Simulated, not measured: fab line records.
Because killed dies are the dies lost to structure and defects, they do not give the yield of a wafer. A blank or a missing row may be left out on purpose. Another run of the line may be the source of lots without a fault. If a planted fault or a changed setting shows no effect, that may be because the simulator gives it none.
Chamber matching || flow sfq-line || cmp-02 running SFQ_TRILAYER_I7_CMP_CMP_184: 4 sister chambers
The step polishes SiO2. 16 wafers are shown with their chamber, then 7 later ones without.

EACH WAFER AND ITS CHAMBER
{"wafer": "L623.1", "chamber": 3, "motor-current-A (A)": 10.8, "head-pressure-psi (psi)": 2.998, "time-to-endpoint-s (s)": 223}
{"wafer": "L623.3", "chamber": 0, "motor-current-A (A)": 10.9, "head-pressure-psi (psi)": 2.998, "time-to-endpoint-s (s)": 214}
{"wafer": "L623.2", "chamber": 2, "motor-current-A (A)": 9.7, "head-pressure-psi (psi)": 3.019, "time-to-endpoint-s (s)": 213}
{"wafer": "L625.2", "chamber": 2, "motor-current-A (A)": 9.9, "head-pressure-psi (psi)": 3.007, "time-to-endpoint-s (s)": 209}
{"wafer": "L625.4", "chamber": 1, "motor-current-A (A)": 10.7, "head-pressure-psi (psi)": 3.005, "time-to-endpoint-s (s)": 214}
{"wafer": "L625.6", "chamber": 3, "motor-current-A (A)": 11.3, "head-pressure-psi (psi)": 2.998, "time-to-endpoint-s (s)": 205}
{"wafer": "L627.2", "chamber": 3, "motor-current-A (A)": 11.2, "head-pressure-psi (psi)": 3.007, "time-to-endpoint-s (s)": 202}
{"wafer": "L627.4", "chamber": 0, "motor-current-A (A)": 9.9, "head-pressure-psi (psi)": 2.998, "time-to-endpoint-s (s)": 214}
{"wafer": "L627.6", "chamber": 1, "motor-current-A (A)": 11.3, "head-pressure-psi (psi)": 3.008, "time-to-endpoint-s (s)": 204}
{"wafer": "L628.1", "chamber": 1, "motor-current-A (A)": 10.5, "head-pressure-psi (psi)": 2.996, "time-to-endpoint-s (s)": 214}
{"wafer": "L628.4", "chamber": 2, "motor-current-A (A)": 10.3, "head-pressure-psi (psi)": 3.010, "time-to-endpoint-s (s)": 228}
{"wafer": "L628.5", "chamber": 0, "motor-current-A (A)": 9.8, "head-pressure-psi (psi)": 3.004, "time-to-endpoint-s (s)": 228}
{"wafer": "L629.1", "chamber": 1, "motor-current-A (A)": 10.6, "head-pressure-psi (psi)": 3.009, "time-to-endpoint-s (s)": 210}
{"wafer": "L629.4", "chamber": 0, "motor-current-A (A)": 10.2, "head-pressure-psi (psi)": 2.985, "time-to-endpoint-s (s)": 226}
{"wafer": "L629.5", "chamber": 0, "motor-current-A (A)": 10.5, "head-pressure-psi (psi)": 2.997, "time-to-endpoint-s (s)": 225}
{"wafer": "L631.1", "chamber": 1, "motor-current-A (A)": 11.3, "head-pressure-psi (psi)": 2.991, "time-to-endpoint-s (s)": 194}

SIGNATURES, as means of the wafers listed above
{"reading": "motor-current-A", "chamber 0": 10.260, "chamber 1": 10.880, "chamber 2": 9.967, "chamber 3": 11.100, "scatter within a chamber": 0.382}
{"reading": "head-pressure-psi", "chamber 0": 2.99640, "chamber 1": 3.00180, "chamber 2": 3.01200, "chamber 3": 3.00100, "scatter within a chamber": 0.00693}
{"reading": "time-to-endpoint-s", "chamber 0": 221.40, "chamber 1": 207.20, "chamber 2": 216.67, "chamber 3": 210.00, "scatter within a chamber": 8.81}
Rule: a wafer's distance from a chamber is the root of the sum, over the readings, of the square of ((its reading less the chamber's mean) divided by the reading's scatter). If the next closest chamber is less than 2 further off than the closest, the wafer can't be placed; otherwise it belongs to the closest. The scatter: take each reading less its chamber's mean, square it, sum over the shown wafers, divide by the number of wafers less the number of chambers, and take the root.

WAFERS MISSING THEIR CHAMBER
{"wafer": "L631.2", "motor-current-A (A)": 11.0, "head-pressure-psi (psi)": 2.998, "time-to-endpoint-s (s)": 208}
{"wafer": "L631.4", "motor-current-A (A)": 11.3, "head-pressure-psi (psi)": 2.998, "time-to-endpoint-s (s)": 205}
{"wafer": "L634.4", "motor-current-A (A)": 10.2, "head-pressure-psi (psi)": 2.995, "time-to-endpoint-s (s)": 217}
{"wafer": "L634.6", "motor-current-A (A)": 10.2, "head-pressure-psi (psi)": 2.999, "time-to-endpoint-s (s)": 219}
{"wafer": "L645.1", "motor-current-A (A)": 10.8, "head-pressure-psi (psi)": 3.017, "time-to-endpoint-s (s)": 220}
{"wafer": "L645.4", "motor-current-A (A)": 11.6, "head-pressure-psi (psi)": 3.000, "time-to-endpoint-s (s)": 209}
{"wafer": "L645.5", "motor-current-A (A)": 10.7, "head-pressure-psi (psi)": 3.000, "time-to-endpoint-s (s)": 222}

WHICH CHAMBER EACH ONE RAN IN
{"wafer": "L631.2", "from the rows above": "can't be placed: 3 or 1 or 0", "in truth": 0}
{"wafer": "L631.4", "from the rows above": "can't be placed: 3 or 1", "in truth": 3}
{"wafer": "L634.4", "from the rows above": "can't be placed: 0 or 1 or 2", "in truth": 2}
{"wafer": "L634.6", "from the rows above": "can't be placed: 0 or 2 or 1", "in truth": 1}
{"wafer": "L645.1", "from the rows above": "can't be placed: 2 or 1 or 3 or 0", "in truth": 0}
{"wafer": "L645.4", "from the rows above": "can't be placed: 3 or 1", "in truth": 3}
{"wafer": "L645.5", "from the rows above": "can't be placed: 0 or 3 or 1 or 2", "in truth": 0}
Correct placement for 0 of the 7. Cannot be placed on the basis of these rows: 7; the candidates contain the true chamber in 7. Wrongly placed: 0.
